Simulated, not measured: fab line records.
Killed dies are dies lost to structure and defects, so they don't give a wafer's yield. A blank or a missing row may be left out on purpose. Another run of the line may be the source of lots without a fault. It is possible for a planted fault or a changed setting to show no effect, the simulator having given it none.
fab line records	flow gf180mcu
[record] lots = 6	wafers = 18	lastDay = 34
route steps=602 shown M5@528 V5@540
lots that met no fault: taken from a fault-free run of the same line
startH: start of the lot's first displayed wafer, in hours after the record's first day	waitH: hours since the lot's step before	" same as the row above	L1.1+2: several wafers, shown together as one row	- no value, or no start was given	* or withheld: withheld	< > ~ a bound
route shown NAME@n: names a module that has steps shown in the file, with the first one's number in the route	usual: mean and standard deviation over wafers with no fault	same: alike in all rows	chamber/n: place in a boat	sites: the reading at each site	_std_site: standard deviation across them	_edge_site: inner sites' mean taken away from outer sites' mean	radiusMm: for every site, how far away it sits from the centre of the wafer	mask NAME#n: copy n	behind: the tool/chamber that last shaped the wafer	hold: the reason the lot was held/the length of the hold in hours/how it ended	device: which transistor (n, p or np) failed to switch	end of line: tests of these same wafers at the route's end	for a step that has no rows: nothing shown but its recipe	killed: dies lost to structure and defects at the first sort, not the wafer's yield	map: shows each die of a wafer: x if killed, . if not, _ if none is there
set.NAME: the setting as run; set.NAME@STEP: as run at that earlier step	model.NAME: the simulator's own value behind a step, which no gauge read
certain route steps with their lots: each step a table, each wafer a row
services: the hour from which a tool's chamber was out of use, counted from the record's first day as startH (under 0 if before that day), plus the number of hours and why
[[steps]]
[step GF_M5_COAT_02]
[recipe] resist = KrF	spinRpm = withheld	resistThkNm = 1000
[step GF_M5_SOFTBAKE_03]
[recipe] tempC = 130	timeS = 60	resist = KrF
[step GF_M5_EXPOSE_04]
[recipe] maskId = Metal5	targetCdNm = 280	na = 0.68	sourceShape = conventional	sigmaOuter = 0.6	doseMj = 28
[step GF_M5_PEB_05]
[recipe] pebTempC = 135	pebTimeS = 90	resist = KrF
[step GF_M5_DEVELOP_06]
[recipe] developTimeS = 60	devTempC = 21
[step GF_M5_CD_MEAS_07]
[recipe] targetCdNm = 280
[usual] cdNm = 280.4/1.2
lot.wafer	tool	chamber	startH	waitH	cdNm
L520.1	cdSem-01	-	618.21	0.1	279.1
L520.3	"	-	"	"	280.1
L520.5	"	-	"	"	279.9
L521.2	cdSem-02	-	630.41	0.1	280.9
L521.5	"	-	"	"	280.5
L521.6	"	-	"	"	279.9
L529.3	cdSem-01	-	678.53	0.1	278.4
L529.4	"	-	"	"	279.0
L529.5	"	-	"	"	279.9
L530.2	cdSem-02	-	689.05	0.1	278.0
L530.4	"	-	"	"	279.6
L530.6	"	-	"	"	279.6
L532.4	cdSem-02	-	706.67	0.1	278.0
L532.5	"	-	"	"	277.6
L532.6	"	-	"	"	277.8
L540.1	cdSem-02	-	754.84	0.1	280.4
L540.2	"	-	"	"	281.4
L540.3	"	-	"	"	280.4
[step GF_M5_OVL_MEAS_08]
[usual] M5_OVL = 2/6
lot.wafer	tool	chamber	startH	waitH	M5_OVL[nm]
L520.1	overlay-01	-	618.33	0.1	-1
L520.3	"	-	"	"	-3
L520.5	"	-	"	"	-1
L521.2	overlay-01	-	630.52	0.1	5
L521.5	"	-	"	"	-6
L521.6	"	-	"	"	-1
L529.3	overlay-01	-	678.62	0.1	-10
L529.4	"	-	"	"	-6
L529.5	"	-	"	"	-11
L530.2	overlay-01	-	689.16	0.1	-4
L530.4	"	-	"	"	-7
L530.6	"	-	"	"	-3
L532.4	overlay-01	-	706.75	0.1	3
L532.5	"	-	"	"	-1
L532.6	"	-	"	"	5
L540.1	overlay-02	-	754.96	0.1	4
L540.2	"	-	"	"	-4
L540.3	"	-	"	"	4
[step GF_M5_ETCH_09]
[recipe] chemistry = CF4/O2	target = Si3N4	targetDepthNm = 52	sourceW = 800	biasW = 150	pressureMtorr = 150	cf4FlowSccm = 80	O2_flow_sccm = 10	timeS = 11.6
[usual] O2_flow_sccm = 9.998/0.029	drypumpMotorCurrentA = 5.7/0.39	oesProductAu = 1.001/0.0064	throttleValvePct = 5.970/0.0095
lot.wafer	tool	chamber	startH	waitH	O2_flow_sccm	drypumpMotorCurrentA	oesProductAu	rfHoursCounterH	throttleValvePct
L520.1	rieDiel-02	2	618.36	0.0	9.959	5.6	1.000	50	5.977
L520.3	"	1	"	"	10.049	5.3	1.009	10	5.971
L520.5	"	3	"	"	9.956	5.4	1.006	-	5.956
L521.2	rieDiel-02	1	630.55	0.0	10.015	5.3	1.002	10	5.985
L521.5	"	3	"	"	9.993	5.3	0.996	-	5.963
L521.6	"	0	"	"	10.000	6.5	0.999	-	5.978
L529.3	rieDiel-04	1	678.64	0.0	10.048	5.8	1.015	20	5.973
L529.4	"	3	"	"	9.994	5.9	1.005	16	5.975
L529.5	"	0	"	"	9.980	5.4	1.000	-	5.975
L530.2	rieDiel-04	2	689.19	0.0	9.975	5.7	0.999	22	5.965
L530.4	"	3	"	"	9.985	5.9	0.995	17	5.976
L530.6	"	1	"	"	9.978	5.8	0.999	-	5.962
L532.4	rieDiel-03	2	706.77	0.0	9.961	5.2	0.990	-	5.979
L532.5	"	3	"	"	9.995	5.4	1.001	-	5.966
L532.6	"	1	"	"	10.005	6.2	1.003	-	5.980
L540.1	rieDiel-04	1	754.99	0.0	9.944	5.8	0.992	24	5.958
L540.2	"	0	"	"	9.992	5.4	0.997	14	5.967
L540.3	"	2	"	"	9.996	5.6	0.991	25	5.949
[step GF_M5_METAL_ETCH_10]
[recipe] chemistry = Cl2/BCl3	maskMaterial = KrF	targetDepthNm = 627.5	stopOn = SiO2	pressureMtorr = 8	icpW = 800	biasW = 140	Cl2_flow_sccm = 80	bcl3FlowSccm = 40	timeS = 104.6
[usual] bcl3FlowSccm = 40.01/0.11	drypumpMotorCurrentA = 5.6/0.56	oesProductAu = 0.969/0.0063	throttleValvePct = 28.255/0.011
lot.wafer	tool	chamber	startH	waitH	bcl3FlowSccm	drypumpMotorCurrentA	oesProductAu	rfHoursCounterH	throttleValvePct
L520.1	rieMetal-03	1	618.39	0.0	39.92	6.4	0.970	10	28.254
L520.3	"	0	"	"	39.87	5.1	0.970	-	28.253
L520.5	"	0	"	"	40.00	5.1	0.961	-	28.258
L521.2	rieMetal-04	1	630.57	0.0	40.06	6.0	0.972	1	28.246
L521.5	"	0	"	"	39.90	5.7	0.971	-	28.268
L521.6	"	1	"	"	40.05	6.0	0.981	-	28.247
L529.3	rieMetal-01	0	678.71	0.0	40.03	5.4	0.965	-	28.262
L529.4	"	1	"	"	40.13	4.6	0.970	-	28.250
L529.5	"	0	"	"	39.90	5.5	0.957	-	28.255
L530.2	rieMetal-04	0	689.21	0.0	39.84	5.7	0.966	8	28.253
L530.4	"	1	"	"	40.22	6.0	0.969	-	28.255
L530.6	"	1	"	"	40.11	6.0	0.975	-	28.249
L532.4	rieMetal-01	0	706.82	0.0	40.01	5.4	0.974	-	28.243
L532.5	"	0	"	"	40.10	5.4	0.977	-	28.249
L532.6	"	1	"	"	40.04	4.6	0.969	-	28.259
L540.1	rieMetal-01	0	755.02	0.0	40.06	5.4	0.965	7	28.259
L540.2	"	0	"	"	40.06	5.4	0.972	-	28.237
L540.3	"	0	"	"	40.20	5.4	0.970	-	28.244
[step GF_M5_STRIP_11]
[recipe] chemistry = O2/N2	powerW = 1400	pressureMtorr = 1500	platenTempC = 250	o2FlowSccm = 3000	n2FlowSccm = 300	overashFraction = 0.5
[usual] drypumpMotorCurrentA = 5.7/0.51	heaterPowerW = 309/18	oesProductAu = 0.544/0.0051	stripTimeToEndpointS = 7.52/0.04
lot.wafer	tool	chamber	startH	waitH	drypumpMotorCurrentA	heaterPowerW	oesProductAu	rfHoursCounterH	stripTimeToEndpointS
L520.1	plasmaAsher-04	1	618.50	0.1	5.2	275	0.545	95	7.55
L520.3	"	1	"	"	5.2	284	0.556	-	7.54
L520.5	"	1	"	"	5.2	285	0.549	-	7.58
L521.2	plasmaAsher-04	1	630.68	0.1	5.2	270	0.551	96	7.57
L521.5	"	1	"	"	5.2	269	0.546	-	7.55
L521.6	"	0	"	"	5.9	290	0.545	-	7.61
L529.3	plasmaAsher-01	0	678.81	0.1	6.6	324	0.536	-	7.53
L529.4	"	1	"	"	5.1	333	0.539	-	7.55
L529.5	"	0	"	"	6.6	328	0.541	-	7.52
L530.2	plasmaAsher-04	1	689.32	0.1	5.2	284	0.545	103	7.54
L530.4	"	1	"	"	5.2	284	0.552	-	7.60
L530.6	"	1	"	"	5.2	280	0.541	-	7.57
L532.4	plasmaAsher-04	1	706.93	0.1	5.2	286	0.550	-	7.53
L532.5	"	0	"	"	5.9	280	0.549	-	7.56
L532.6	"	1	"	"	5.2	275	0.548	-	7.51
L540.1	plasmaAsher-02	1	755.24	0.2	5.7	313	0.541	65	7.48
L540.2	"	0	"	"	5.4	304	0.541	65	7.47
L540.3	"	1	"	"	5.7	319	0.546	-	7.47
[step GF_M5_STRIP_12]
[recipe] chemistry = postEtchResidueRemover	timeS = 1200	tempC = 72.5
[step GF_M5_CLEAN_13]
[recipe] chemistry = DIW	dry = n2Spin
[step GF_V5_CVD_00]
[recipe] material = SiO2	targetThkNm = 300	sigmaOpenFrac = 0.3	tempC = 400	timeS = 50	sih4FlowSccm = 60	pressureMtorr = 6
[usual] pressureMtorr = 6.002/0.013	runLengthS = 78.1/0.42
lot.wafer	tool	chamber	startH	waitH	pressureMtorr	runLengthS
L520.1	hdpcvd-01	2	619.03	0.0	5.981	78.6
L520.3	"	1	"	"	5.974	77.6
L520.5	"	1	"	"	5.977	77.5
L521.2	hdpcvd-01	0	631.21	0.0	6.000	77.8
L521.5	"	2	"	"	6.000	78.8
L521.6	"	0	"	"	6.004	77.9
L529.3	hdpcvd-01	1	679.35	0.0	-	-
L529.4	"	2	"	"	-	-
L529.5	"	0	"	"	-	-
L530.2	hdpcvd-02	2	689.87	0.0	-	-
L530.4	"	2	"	"	-	-
L530.6	"	0	"	"	-	-
L532.4	hdpcvd-02	1	707.48	0.0	6.006	78.0
L532.5	"	2	"	"	6.000	78.2
L532.6	"	0	"	"	6.006	78.2
L540.1	hdpcvd-02	0	755.81	0.0	6.002	78.8
L540.2	"	1	"	"	5.985	78.0
L540.3	"	2	"	"	6.013	78.3
[step GF_V5_CVD_02]
[recipe] material = SiO2	targetThkNm = 1450	precursor = TEOS	tempC = 400	timeS = 163.28	rfW = 600
[usual] heaterPowerOuterW = 390/79	heaterPowerW = 686/94
lot.wafer	tool	chamber	startH	waitH	heaterPowerOuterW	heaterPowerW
L520.1	pecvd-04	0	619.14	0.1	494	763
L520.3	"	2	"	"	279	519
L520.5	"	0	"	"	542	827
L521.2	pecvd-04	0	631.32	0.0	499	766
L521.5	"	0	"	"	540	804
L521.6	"	1	"	"	403	769
L529.3	pecvd-04	0	679.46	0.0	422	664
L529.4	"	2	"	"	321	581
L529.5	"	1	"	"	304	646
L530.2	pecvd-04	1	689.98	0.0	407	770
L530.4	"	2	"	"	334	601
L530.6	"	1	"	"	302	645
L532.4	pecvd-02	1	707.62	0.1	523	798
L532.5	"	0	"	"	461	833
L532.6	"	2	"	"	365	626
L540.1	pecvd-02	1	755.92	0.1	519	798
L540.2	"	0	"	"	416	782
L540.3	"	2	"	"	470	764
[[services]]
tool	chamber	startH	hours	kind
pecvd-04	2	612.69	3.3	repair
pecvd-04	-	616.37	0.4	repair
rieDiel-02	2	625.79	9.1	repair
rieMetal-03	-	642.35	2.8	pm
rieDiel-04	-	649.33	0.8	repair
rieMetal-03	-	651.25	14.6	pm
rieMetal-04	-	665.00	2.8	pm
rieDiel-02	2	666.49	1.5	repair
plasmaAsher-02	-	670.99	15.5	repair
rieDiel-02	1	671.40	4.9	repair
hdpcvd-01	-	681.04	6.0	pm
rieDiel-02	1	686.61	2.7	repair
rieDiel-03	-	704.98	0.2	repair
rieDiel-03	0	705.73	8.6	repair
rieMetal-04	-	709.69	0.4	repair
hdpcvd-01	-	711.87	3.3	repair
rieDiel-03	3	725.97	6.2	repair
rieMetal-03	0	729.69	5.3	repair
plasmaAsher-04	-	733.75	9.0	pm
plasmaAsher-04	0	733.75	9.0	ventCycle
plasmaAsher-04	1	733.75	9.0	ventCycle
plasmaAsher-04	0	742.75	-	clean
plasmaAsher-04	1	742.75	-	clean
plasmaAsher-04	-	753.07	2.8	pm
[[key]]
[firstSign] step = GF_V5_CVD_00	reading = toolRecord	direction = missing
effect none on later readings
metAt GF_V5_CVD_00
struckWafers L529.3,L529.4,L529.5,L530.2,L530.4,L530.6
laterRowsLeftOut L529.3,L529.4,L529.5,L530.2,L530.4,L530.6
sortLeftOut L529.3,L529.4,L529.5,L530.2,L530.4,L530.6
onsetBetween 631.21 679.35
[fault] kind = skippedStepWhole	tool = hdpcvd-01,hdpcvd-02	chamber = -	onsetH = 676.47	steps = GF_V5_CVD_00	scope = struckLotsOnly
// sortLeftOut: the simulated sort isn't trusted on such a fault, so these wafers' sort isn't shown, and their yield isn't known
// laterRowsLeftOut: the simulator's readings of these wafers behind a module that went badly wrong aren't trusted and aren't shown, but for the sort
